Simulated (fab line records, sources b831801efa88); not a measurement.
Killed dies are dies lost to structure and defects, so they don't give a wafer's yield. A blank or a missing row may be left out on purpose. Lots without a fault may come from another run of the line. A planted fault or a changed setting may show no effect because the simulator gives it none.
Split-lot experiment | flow sky130 | 5 lots, 23 wafers read, on a route of 708 steps

THE SPLIT
At SKY_FIELD_ISO_ETCH_17 (etches Si in HBr/Cl2/O2, target depth 342 nm, time 97.7 s), the setting icp_w was moved away from the recipe's 600 W on 9 of the 23 wafers read, by -8.6% to +8.0%. The other wafers ran this setting at the recipe's value.

The reading is taken at the split's own step.

THE READING
oes_product_au, in a.u., at SKY_FIELD_ISO_ETCH_17 (etches Si in HBr/Cl2/O2, target depth 342 nm, time 97.7 s). Fault-free wafers of this fab line usually give 1.003 a.u., standard deviation 0.012 a.u..

wafer  | tool, chamber at the split | icp_w as run, W | against the recipe | oes_product_au, a.u. | against lot-mates on the recipe
L077.1 | rie_si-02, 3               | 600             | recipe             | 1.003                | -
L077.4 | rie_si-02, 1               | 600             | recipe             | 0.995                | -
L077.5 | rie_si-02, 2               | 600             | recipe             | 1.002                | -
L079.1 | rie_si-02, 1               | 648.1           | +8.0%              | 1.016                | +0.018
L079.2 | rie_si-02, 2               | 600             | recipe             | 0.995                | -
L079.4 | rie_si-02, 3               | 648.1           | +8.0%              | 1.022                | +0.024
L079.5 | rie_si-02, 1               | 648.1           | +8.0%              | 1.019                | +0.021
L079.6 | rie_si-02, 2               | 600             | recipe             | 1.001                | -
L082.1 | rie_si-02, 0               | 600             | recipe             | 0.987                | -
L082.2 | rie_si-02, 1               | 630.3           | +5.0%              | 0.997                | +0.003
L082.4 | rie_si-02, 3               | 600             | recipe             | 0.997                | -
L082.5 | rie_si-02, 1               | 630.3           | +5.0%              | 1.006                | +0.012
L082.6 | rie_si-02, 0               | 600             | recipe             | 0.997                | -
L083.1 | rie_si-01, 2               | 600             | recipe             | 1.016                | -
L083.2 | rie_si-01, 3               | 600             | recipe             | 1.023                | -
L083.3 | rie_si-01, 0               | 579.9           | -3.4%              | 0.994                | -0.023
L083.4 | rie_si-01, 1               | 579.9           | -3.4%              | 1.015                | -0.002
L083.6 | rie_si-01, 1               | 600             | recipe             | 1.013                | -
L085.1 | rie_si-01, 3               | 548.2           | -8.6%              | 0.991                | -0.024
L085.2 | rie_si-01, 1               | 548.2           | -8.6%              | 0.989                | -0.026
L085.4 | rie_si-01, 2               | 600             | recipe             | 1.013                | -
L085.5 | rie_si-01, 2               | 600             | recipe             | 1.011                | -
L085.6 | rie_si-01, 1               | 600             | recipe             | 1.021                | -

THE FIT
A straight line over all 23 wafers: oes_product_au changes by +0.00136 a.u. for each +1% of icp_w; r = +0.51; the points scatter about the line by 0.01 a.u..
The same after taking each lot's own level away (the mean of its wafers on the recipe; 23 wafers): +0.00268 a.u. for each +1%; r = +0.91; scatter 0.0053 a.u..
On that fit, the largest move of icp_w shifts the reading by 0.023 a.u..
The lots' own levels span 0.9937 to 1.0173 a.u., that is 2.0 times the standard deviation above.
So the lot-to-lot level blurs the effect unless lot-mates are compared.
Check: with one of the wafers moved furthest among these (-8.6%) left out of the fit, the line predicts -0.0242 a.u. for it against its lot-mates. It came out at -0.024 a.u. against them.
Tool readings at the split's step, against how far the setting was moved: oes_product_au r = +0.51.

OTHER SPLITS ON THESE WAFERS
These wafers also went through other splits before the reading. Each is held against what the fit with the lots' levels taken away leaves over:
other split on the same wafers  | wafers away from the commonest value | r with oes_product_au (lot level and that fit taken away)
SKY_FIELD_ISO_EXPOSE_10 dose_mj | 6                                    | +0.11

THE FILE'S OWN FIT
oes_product_au changes by +0.00271 a.u. for each +1% of icp_w, r = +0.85.
